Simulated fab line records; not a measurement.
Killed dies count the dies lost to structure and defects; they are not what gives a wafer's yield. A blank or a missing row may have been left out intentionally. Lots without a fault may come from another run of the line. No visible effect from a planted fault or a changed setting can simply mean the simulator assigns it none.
Struck lot and sound lot, side by side || flow gf180mcu || 21 steps out of a route of 602
Sound: the wafers L822.2, L822.5, L822.6. The struck wafers were L833.2, L833.3, L833.4. At the end, the cause is stated.
For every step that has rows: the tool of each side, followed by ch and its chambers, followed by its first start. Under that, the readings that differ: sound wafers || struck wafers || difference of the means || sigmas: that difference in standard deviations of wafers without a fault.
alike: readings whose means differ by less than 2 such deviations, and words and numbers that are the same on both sides. not compared: withheld readings, readings that some wafer has no value for, bounds like >300 that may hide the same value, and numbers for which the record gives no deviation and whose values overlap.
A row with sigmas, a row that says differs or no value, or rows on one side alone: a step with any of these is where the two part. Numbers that have no deviation but don't overlap get no sigmas and don't part them. A reading missing from all wafers of one side parts the sides only when that side holds two or more wafers.

first, 3 steps without rows for these wafers: GF_NWELL_EXPOSE_04 (exposes mask Nwell, target cd 860 nm); GF_NWELL_PEB_05; GF_NWELL_DEVELOP_06 (develop time 60 s).
GF_NWELL_OVL_MEAS_07:
  sound on overlay-02 at day 3 23:07; struck on overlay-02 at day 6 14:21
  alike: NWELL_OVL
then, 2 steps without rows for these wafers: GF_NWELL_IMPLANT_08; GF_NWELL_IMPLANT_09.
GF_NWELL_STRIP_10: strips in O2/N2.
  sound on plasma-asher-01 ch 0,1, day 3 23:27; struck on plasma-asher-01 ch 0,1, day 6 14:41
  alike: drypump-motor-current-A, heater-power-w, oes-product-au, strip-time-to-endpoint-s
  not compared: rf-hours-counter-h
GF_NWELL_TW_MEAS_11:
  sound on film-metro-04 at day 3 23:34; struck on film-metro-01 at day 6 14:47
  alike: NWELL_TW
then, 4 steps without rows for these wafers: GF_LVPWELL_DEHYDRATE_00 (time 60 s); GF_LVPWELL_HMDS_01 (prime time 60 s); GF_LVPWELL_COAT_02 (resist thk 3000 nm); GF_LVPWELL_SOFTBAKE_03.
GF_LVPWELL_EXPOSE_04: exposes mask LVPWELL, target cd 600 nm.
  sound on iline-stepper-02 ch 0, day 4 06:37; struck on iline-stepper-02 ch 0, day 6 22:59
{"reading": "mask", "sound": "LVPWELL#0 LVPWELL#0 LVPWELL#0", "struck": "DNWELL#0 DNWELL#0 DNWELL#0", "difference": "differs", "sigmas": ""}
{"reading": "focus-offset-nm (nm)", "sound": "-0.5 -0.9 -0.4", "struck": "0.5 0.0 1.2", "difference": "+1.2", "sigmas": "+2"}
then, 2 steps without rows for these wafers: GF_LVPWELL_PEB_05; GF_LVPWELL_DEVELOP_06 (develop time 60 s).
GF_LVPWELL_OVL_MEAS_07:
  sound on overlay-02 at day 4 12:39; struck on overlay-01 at day 7 06:15
{"reading": "LVPWELL_OVL (nm)", "sound": "-0.7 0.4 -2.1", "struck": "- - -", "difference": "no value on the struck wafers", "sigmas": ""}
then, 2 steps without rows for these wafers: GF_LVPWELL_IMPLANT_08; GF_LVPWELL_IMPLANT_09.
GF_LVPWELL_STRIP_10: strips in O2/N2.
  sound on plasma-asher-03 ch 0,1, day 4 12:59; struck on plasma-asher-04 ch 0,1, day 7 06:35
  alike: drypump-motor-current-A, heater-power-w, oes-product-au, strip-time-to-endpoint-s
  not compared: rf-hours-counter-h
GF_LVPWELL_TW_MEAS_11:
  sound on film-metro-03 at day 4 13:05; struck on film-metro-01 at day 7 06:41
{"reading": "LVPWELL_TW", "sound": "570 565 566", "struck": "30 30 30", "difference": -537, "sigmas": "-99 or more"}
then, 1 step without rows for these wafers: GF_MVSD_DEHYDRATE_00 (time 60 s).

## WHERE THEY PART
Last at GF_LVPWELL_TW_MEAS_11 as far as this record goes, first at GF_LVPWELL_EXPOSE_04.

WHY: the cause the simulator had injected
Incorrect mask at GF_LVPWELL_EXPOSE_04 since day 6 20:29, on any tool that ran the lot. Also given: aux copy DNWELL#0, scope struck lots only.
